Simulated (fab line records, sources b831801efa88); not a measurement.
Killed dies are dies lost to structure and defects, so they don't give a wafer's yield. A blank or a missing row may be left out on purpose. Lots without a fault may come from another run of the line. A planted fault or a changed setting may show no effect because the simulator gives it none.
Problem report in the 8D (eight disciplines) form, filled by code | flow sky130 | the parts of the form that need people (team, actions taken, sign-off) are left out

1. THE PROBLEM
CAP2M_TIN_RS at SKY_CAP2M_RS_MEAS_03 reads a mean of 6.22 ohm/sq on 2 wafers of 2 lots; wafers without a fault read 6.89 ohm/sq with a standard deviation of 0.099. That is -6.8 standard deviations from the usual mean.
The step: measures by four-point-probe.
First seen on wafer L761.2, day 44 06:30, on film_metro-01. The record holds 30 wafers of 10 lots with a number at this step. Rule for "out", or "out of limits": more than 4 standard deviations from the usual mean. The other wafers with a number count as sound.

2. WHAT IT IS AND WHAT IT IS NOT
question                    | is                           | is not
which readings at this step | CAP2M_TIN_RS                 | -
which lots                  | L759, L761                   | L748, L749, L753, L754, L755, L756, L757, L768
which wafers of those lots  | L759.3, L761.2               | L759.1, L759.6, L761.1, L761.4
read on which gauges        | film_metro-01, film_metro-03 | film_metro-04
when                        | from day 44 06:30            | up to then (23 sound wafers); but 5 sound wafers of L759, L768 came after

3. SUSPECTS, AND WHAT RULES EACH OUT
Counting: a tool at a process step up to the reading stays a suspect if it ran every lot that is out. Sound lots after the first of them don't rule it out here, since some wafers of a struck lot are sound.
- the gauge at SKY_CAP2M_RS_MEAS_03: ruled out. The wafers that are out were read on 2 gauges (film_metro-01, film_metro-03).
- pvd_sputter-02 at SKY_VIA3_SPUTTER_20 (material TiN, target thk 20 nm, time 80 s): kept. It ran every lot that is out, first L761 (day 44 05:29); its last sound lot up to then is L754 (day 42 09:41).
- pvd_sputter-01 at SKY_CAP2M_SPUTTER_02 (material TiN, target thk 200 nm, time 166.7 s): kept. It ran every lot that is out, first L761 (day 44 06:23); its last sound lot up to then is L757 (day 43 15:31).
Left after counting: pvd_sputter-02 at SKY_VIA3_SPUTTER_20, pvd_sputter-01 at SKY_CAP2M_SPUTTER_02.

4. THE CAUSE (what the simulator had put in)
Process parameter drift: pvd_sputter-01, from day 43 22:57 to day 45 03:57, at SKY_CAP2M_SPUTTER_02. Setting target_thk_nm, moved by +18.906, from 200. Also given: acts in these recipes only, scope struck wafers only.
Counting left 2 suspects, and this tool is among them.

5. THE CHAIN OF EFFECTS, in route order
Each row: a reading whose mean over the struck wafers that have a number lies more than 3 standard deviations from the usual. Only readings for which the record gives a usual standard deviation are gone through. hours: the time from each lot's start at the first step in this table that gives one to its start at this step, as a median over the lots. sigmas: the change in usual standard deviations.
hours | step                    | reading        | usual       | on struck wafers | change | sigmas
0     | SKY_CAP2M_RS_MEAS_03    | CAP2M_TIN_RS   | 6.89 ohm/sq | 6.22             | -0.67  | -6.8
0     | SKY_CAP2M_THK_MEAS_04   | CAP2M_TIN_THK  | 197 nm      | 217              | +20    | +6.7
22    | SKY_CAP2M_METAL_ETCH_13 | oes_product_au | 0.943 a.u.  | 1.003            | +0.060 | +6.6
The process steps in it:
- SKY_CAP2M_METAL_ETCH_13: etches TiN in Cl2/BCl3, stops on SiO2, target depth 220 nm, time 62.9 s.
Later measuring or inspecting steps at which every struck wafer that the step has a row for has a number for every such reading, and none has moved that far: SKY_CAP2M_OVL_MEAS_12.

6. WHAT WOULD HAVE CAUGHT IT SOONER
In this record the first reading out of limits at a measuring or inspecting step was taken at day 44 06:30, 8 hours after the fault began at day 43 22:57.
Of the tool readings at SKY_CAP2M_SPUTTER_02 for which the record gives a usual standard deviation, none was out on any struck wafer, so an alarm limit of 4 standard deviations on them would not have fired.
Of the lots that are out (2), L759 began SKY_CAP2M_SPUTTER_02 on pvd_sputter-01 after day 44 06:30. A hold on the tool at that time would have spared it.
